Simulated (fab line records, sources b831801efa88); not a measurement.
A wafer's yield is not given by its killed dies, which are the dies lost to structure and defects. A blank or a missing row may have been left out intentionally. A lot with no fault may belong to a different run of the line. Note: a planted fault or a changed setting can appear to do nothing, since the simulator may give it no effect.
fab line records | flow sfq-line | part 2 of 2: steps 27 to 36 of 36
[record] lots = 5 | wafers = 15 | last-day = 81
route steps=325 shown L0V@27 M0@28 I0@43 M1@58
lots that met no fault: from a run of the same line without faults
start-h: the number of hours between the record's first day and the start of the first shown wafer of the lot | wait-h: hours since the lot's step before | " repeats the value in the row above | L1.1+2: a row that stands for several wafers | - no value, or no start given | * or withheld: withheld | < > ~ a bound
route shown NAME@n: NAME is a module with steps in the file, n the number in the route of the first one | usual: average and standard deviation across the fault-free wafers | same: alike in all rows | chamber/n: place in a boat | sites: readings site by site | _std_site: the standard deviation of these | _edge_site: the outer-site mean with the inner-site mean subtracted | radius-mm: for every site, how far away it sits from the centre of the wafer | mask NAME#n: copy n | behind: the most recent tool/chamber to have shaped the wafer | hold: the reason the lot was held/the length of the hold in hours/how it ended | device: the transistor (n, p or np) that didn't switch | end of line: at the end of the route, the tests of the same wafers | a step given without rows: its recipe and nothing more | killed: the dies lost at the first sort to structure and to defects; this is not the yield of the wafer | map: dies across one wafer; x = killed, . = not, _ = none there
set.NAME: the setting as run; set.NAME@STEP: as run at that earlier step | model.NAME: the simulator's own value behind a step, which no gauge read
lots at selected steps of the route; one table per step, one row per wafer
services: when a tool's chamber went out of use (start-h, in hours from the record's first day, below 0 if earlier), for how many hours, and the reason
[[steps]]
[step SFQ_TRILAYER_I0_VIA_BARC_OPEN_VIA_ETCH_046]
[recipe] mask-material = PR | chemistry = O2 | target-depth-nm = 125 | target = BARC | source-w = 500 | bias-w = 80 | pressure-mtorr = 30 | time-s = 41.7
[usual] drypump-motor-current-A = 5.6/0.56 | oes-product-au = 0.685/0.0048
lot.wafer | tool        | chamber | start-h | wait-h | drypump-motor-current-A | oes-product-au | rf-hours-counter-h
L076.1    | rie-diel-01 | 3       | 429.29  | 0.0    | 4.8                     | 0.686          | 12
L076.2    | "           | 0       | "       | "      | 4.8                     | 0.683          | 97
L076.5    | "           | 2       | "       | "      | 5.5                     | 0.678          | -
L083.2    | rie-diel-04 | 2       | 490.98  | 0.0    | 5.5                     | 0.688          | 1
L083.4    | "           | 2       | "       | "      | 5.5                     | 0.688          | -
L083.6    | "           | 0       | "       | "      | 6.2                     | 0.679          | -
L092.3    | rie-diel-01 | 3       | 564.18  | 0.0    | 4.8                     | 0.688          | 15
L092.5    | "           | 2       | "       | "      | 5.5                     | 0.679          | -
L092.6    | "           | 3       | "       | "      | 4.8                     | 0.681          | -
L094.1    | rie-diel-04 | 1       | 580.68  | 0.0    | 5.3                     | 0.691          | 1
L094.4    | "           | 3       | "       | "      | 6.4                     | 0.685          | 55
L094.6    | "           | 1       | "       | "      | 5.3                     | 0.683          | -
L096.1    | rie-diel-04 | 3       | 603.48  | 0.0    | 6.4                     | 0.682          | 56
L096.2    | "           | 0       | "       | "      | 6.2                     | 0.692          | 4
L096.4    | "           | 2       | "       | "      | 5.5                     | 0.688          | 3
[step SFQ_TRILAYER_I0_VIA_ETCH_VIA_ETCH_034]
[recipe] target = SiO2 | stop-on = Nb | mask-material = PR | taper-deg = 20 | chemistry = CHF3 | target-depth-nm = 260 | source-w = 500 | bias-w = 80 | pressure-mtorr = 30 | time-s = withheld
[usual] drypump-motor-current-A = 5.6/0.56 | oes-product-au = 0.855/0.0052
lot.wafer | tool        | chamber | start-h | wait-h | drypump-motor-current-A | oes-product-au
L076.1    | rie-diel-01 | 3       | 429.33  | 0.0    | 4.8                     | 0.853
L076.2    | "           | 0       | "       | "      | 4.8                     | 0.853
L076.5    | "           | 2       | "       | "      | 5.5                     | 0.853
L083.2    | rie-diel-04 | 2       | 491.02  | 0.0    | 5.5                     | 0.858
L083.4    | "           | 2       | "       | "      | 5.5                     | 0.854
L083.6    | "           | 0       | "       | "      | 6.2                     | 0.857
L092.3    | rie-diel-01 | 3       | 564.22  | 0.0    | 4.8                     | 0.857
L092.5    | "           | 2       | "       | "      | 5.5                     | 0.856
L092.6    | "           | 3       | "       | "      | 4.8                     | 0.854
L094.1    | rie-diel-04 | 1       | 580.72  | 0.0    | 5.3                     | 0.860
L094.4    | "           | 3       | "       | "      | 6.4                     | 0.861
L094.6    | "           | 1       | "       | "      | 5.3                     | 0.859
L096.1    | rie-diel-04 | 3       | 603.52  | 0.0    | 6.4                     | 0.858
L096.2    | "           | 0       | "       | "      | 6.2                     | 0.850
L096.4    | "           | 2       | "       | "      | 5.5                     | 0.847
[step SFQ_TRILAYER_I0_VIA_STRIP_STRIP_035]
[recipe] gas = O2 | power-w = 200 | platen-temp-c = 40 | overash-fraction = 0.65 | chemistry = O2 | pressure-mtorr = 50
[usual] drypump-motor-current-A = 5.79/0.27 | oes-product-au = 0.998/0.0086
lot.wafer | tool         | chamber | start-h | wait-h | drypump-motor-current-A | oes-product-au | rf-hours-counter-h
L076.1    | rie-metal-01 | 1       | 429.51  | -      | 5.82                    | 0.993          | 44
L076.2    | "            | 1       | "       | "      | 5.82                    | 1.002          | -
L076.5    | "            | 1       | "       | "      | 5.82                    | 0.978          | -
L083.2    | rie-metal-03 | 0       | 491.14  | -      | 5.75                    | 1.001          | 40
L083.4    | "            | 0       | "       | "      | 5.74                    | 0.998          | -
L083.6    | "            | 0       | "       | "      | 5.72                    | 1.015          | -
L092.3    | rie-metal-01 | 1       | 564.54  | -      | 5.79                    | 0.996          | -
L092.5    | "            | 0       | "       | "      | 5.68                    | 0.998          | -
L092.6    | "            | 1       | "       | "      | 5.83                    | 0.990          | -
L094.1    | rie-metal-03 | 0       | 580.83  | -      | 5.74                    | 1.006          | 58
L094.4    | "            | 0       | "       | "      | 5.74                    | 0.994          | -
L094.6    | "            | 0       | "       | "      | 5.74                    | 0.993          | -
L096.1    | rie-metal-03 | 1       | 603.63  | -      | 6.31                    | 0.986          | 51
L096.2    | "            | 0       | "       | "      | 5.74                    | 0.993          | 62
L096.4    | "            | 1       | "       | "      | 6.29                    | 0.993          | -
[step SFQ_TRILAYER_I0_VIA_STRIP_SOLV_CLEAN_036]
[recipe] chemistry = NMP | temp-c = 70 | time-s = 600
lot.wafer  | tool         | chamber | start-h | wait-h
L076.1+2+5 | wet-bench-03 | 7,2,1   | 430.71  | 1.0
L083.2+4+6 | wet-bench-03 | 7,6,5   | 491.74  | 0.4
L092.3+5+6 | wet-bench-02 | 4,6,2   | 564.94  | 0.2
L094.1+4+6 | wet-bench-03 | 0,1,7   | 581.43  | 0.4
L096.1+2+4 | wet-bench-02 | 3,7,5   | 604.23  | 0.4
[step SFQ_TRILAYER_M1_DEP_PRE_CLEAN_038]
[recipe] gas = Ar | time-s = 22.5 | bias-v = 250
lot.wafer  | tool           | chamber | start-h | wait-h
L076.1+2+5 | pvd-sputter-03 | -       | 430.89  | 0.0
L083.2+4+6 | pvd-sputter-03 | -       | 491.91  | 0.0
L092.3+5+6 | pvd-sputter-05 | -       | 565.13  | 0.0
L094.1+4+6 | pvd-sputter-05 | -       | 581.60  | 0.0
L096.1+2+4 | pvd-sputter-04 | -       | 604.58  | 0.0
[step SFQ_TRILAYER_M1_DEP_SPUTTER_037]
[recipe] material = Nb | base-pressure-pa = 1.33e-06 | chamber-pressure-pa = 0.1333 | substrate-temp-c = 20 | resputter-cathode-voltage-v = 400 | target-thk-nm = 200 | power-w = 2000 | time-s = 133.3
[usual] throttle-valve-pct = 30.1/0.64
lot.wafer | tool           | chamber | start-h | wait-h | throttle-valve-pct
L076.1    | pvd-sputter-03 | -       | 430.92  | 0.0    | 30.0
L076.2    | "              | -       | "       | "      | 30.0
L076.5    | "              | -       | "       | "      | 30.9
L083.2    | pvd-sputter-03 | -       | 491.94  | 0.0    | 30.6
L083.4    | "              | -       | "       | "      | 30.1
L083.6    | "              | -       | "       | "      | 29.8
L092.3    | pvd-sputter-05 | -       | 565.16  | 0.0    | 29.7
L092.5    | "              | -       | "       | "      | 29.8
L092.6    | "              | -       | "       | "      | 31.2
L094.1    | pvd-sputter-05 | -       | 581.63  | 0.0    | 29.9
L094.4    | "              | -       | "       | "      | 31.0
L094.6    | "              | -       | "       | "      | 30.3
L096.1    | pvd-sputter-04 | -       | 604.61  | 0.0    | 30.4
L096.2    | "              | -       | "       | "      | 30.5
L096.4    | "              | -       | "       | "      | 29.7
[step SFQ_M1_RS_MEAS_909]
[recipe] thk-meas-gauge = four-point-probe | reads = Nb_of_TRILAYER_M1_DEP_SPUTTER_037
[usual] M1_NB_RS = 0.889/0.0098
lot.wafer | tool          | chamber | start-h | wait-h | M1_NB_RS[ohm/sq]
L076.1    | film-metro-02 | -       | 431.02  | 0.0    | 0.884
L076.2    | "             | -       | "       | "      | 0.897
L076.5    | "             | -       | "       | "      | 0.894
L083.2    | film-metro-02 | -       | 492.05  | 0.1    | 0.885
L083.4    | "             | -       | "       | "      | 0.884
L083.6    | "             | -       | "       | "      | 0.881
L092.3    | film-metro-01 | -       | 565.29  | 0.1    | 0.905
L092.5    | "             | -       | "       | "      | 0.901
L092.6    | "             | -       | "       | "      | 0.909
L094.1    | film-metro-01 | -       | 581.72  | 0.0    | 0.894
L094.4    | "             | -       | "       | "      | 0.894
L094.6    | "             | -       | "       | "      | 0.898
L096.1    | film-metro-03 | -       | 604.70  | 0.0    | 0.893
L096.2    | "             | -       | "       | "      | 0.885
L096.4    | "             | -       | "       | "      | 0.886
[step SFQ_TRILAYER_M1_LITHO_COAT_044]
[recipe] resist = BARC | spin-rpm = 3000 | resist-thk-nm = 62
[usual] resist-line-temp-C = 23.01/0.089
lot.wafer | tool           | chamber | start-h | wait-h | resist-line-temp-C
L076.1    | litho-track-04 | 0       | 431.20  | 0.1    | 22.98
L076.2    | "              | 0       | "       | "      | 22.92
L076.5    | "              | 0       | "       | "      | 22.96
L083.2    | litho-track-03 | 0       | 492.26  | 0.1    | 23.02
L083.4    | "              | 0       | "       | "      | 23.18
L083.6    | "              | 0       | "       | "      | 22.97
L092.3    | litho-track-03 | 0       | 565.53  | 0.1    | 23.08
L092.5    | "              | 0       | "       | "      | 23.18
L092.6    | "              | 0       | "       | "      | 23.04
L094.1    | litho-track-03 | 0       | 581.90  | 0.1    | 22.95
L094.4    | "              | 0       | "       | "      | 22.86
L094.6    | "              | 0       | "       | "      | 23.15
L096.1    | litho-track-03 | 0       | 604.88  | 0.1    | 23.09
L096.2    | "              | 0       | "       | "      | 22.99
L096.4    | "              | 0       | "       | "      | 23.01
[step SFQ_TRILAYER_M1_LITHO_COAT_039]
[recipe] resist = KrF | spin-rpm = 3000 | resist-thk-nm = 600
[usual] resist-line-temp-C = 22.99/0.091
lot.wafer | tool           | chamber | start-h | wait-h | resist-line-temp-C
L076.1    | litho-track-04 | 0       | 431.50  | 0.2    | 22.93
L076.2    | "              | 0       | "       | "      | 22.92
L076.5    | "              | 0       | "       | "      | 22.98
L083.2    | litho-track-03 | 0       | 492.56  | 0.2    | 22.98
L083.4    | "              | 0       | "       | "      | 23.01
L083.6    | "              | 0       | "       | "      | 22.99
L092.3    | litho-track-03 | 0       | 565.83  | 0.2    | 22.75
L092.5    | "              | 0       | "       | "      | 22.95
L092.6    | "              | 0       | "       | "      | 23.02
L094.1    | litho-track-03 | 0       | 582.20  | 0.2    | 22.88
L094.4    | "              | 0       | "       | "      | 22.96
L094.6    | "              | 0       | "       | "      | 22.94
L096.1    | litho-track-03 | 0       | 605.18  | 0.2    | 23.02
L096.2    | "              | 0       | "       | "      | 23.00
L096.4    | "              | 0       | "       | "      | 23.07
[step SFQ_TRILAYER_M1_LITHO_SOFTBAKE_043]
[recipe] temp-c = withheld | time-s = withheld | resist = KrF
[usual] resist-line-temp-C = *
lot.wafer | tool           | chamber | start-h | wait-h | resist-line-temp-C
L076.1    | litho-track-04 | 0       | 431.80  | 0.2    | *
L076.2    | "              | 0       | "       | "      | *
L076.5    | "              | 0       | "       | "      | *
L083.2    | litho-track-03 | 0       | 492.84  | 0.2    | *
L083.4    | "              | 0       | "       | "      | *
L083.6    | "              | 0       | "       | "      | *
L092.3    | litho-track-03 | 0       | 566.08  | 0.2    | *
L092.5    | "              | 0       | "       | "      | *
L092.6    | "              | 0       | "       | "      | *
L094.1    | litho-track-03 | 0       | 582.50  | 0.2    | *
L094.4    | "              | 0       | "       | "      | *
L094.6    | "              | 0       | "       | "      | *
L096.1    | litho-track-03 | 0       | 605.48  | 0.2    | *
L096.2    | "              | 0       | "       | "      | *
L096.4    | "              | 0       | "       | "      | *
[[services]]
tool           | chamber | start-h | hours | kind
krf-scanner-02 | -       | 212.71  | 1.0   | pm
rie-metal-03   | 0       | 218.62  | 7.1   | repair
rie-metal-03   | -       | 221.62  | 0.5   | repair
krf-scanner-02 | -       | 235.85  | 0.8   | pm
krf-scanner-02 | -       | 309.22  | 1.3   | pm
rie-metal-03   | -       | 332.40  | 2.8   | pm
rie-metal-03   | -       | 335.15  | 1.4   | pm
rie-metal-03   | 1       | 335.28  | 2.1   | repair
rie-metal-03   | -       | 375.93  | 0.9   | repair
krf-scanner-02 | -       | 381.41  | 1.0   | pm
rie-metal-03   | -       | 403.60  | 28.1  | pm
krf-scanner-02 | -       | 404.21  | 0.8   | pm
pvd-sputter-06 | -       | 410.25  | 1.7   | repair
krf-scanner-02 | -       | 449.81  | 0.7   | repair
rie-metal-03   | -       | 476.04  | 0.2   | repair
krf-scanner-02 | -       | 484.16  | 1.3   | pm
pvd-sputter-06 | -       | 492.07  | 2.8   | repair
krf-scanner-02 | -       | 531.06  | 3.6   | pm
krf-scanner-02 | -       | 534.61  | 4.4   | pm
pvd-sputter-06 | -       | 544.38  | 4.5   | repair
wet-bench-03   | -       | 546.45  | 1.9   | pm
krf-scanner-02 | -       | 549.79  | 1.0   | pm
krf-scanner-02 | -       | 573.59  | 0.8   | pm
pvd-sputter-06 | -       | 579.43  | 5.4   | repair
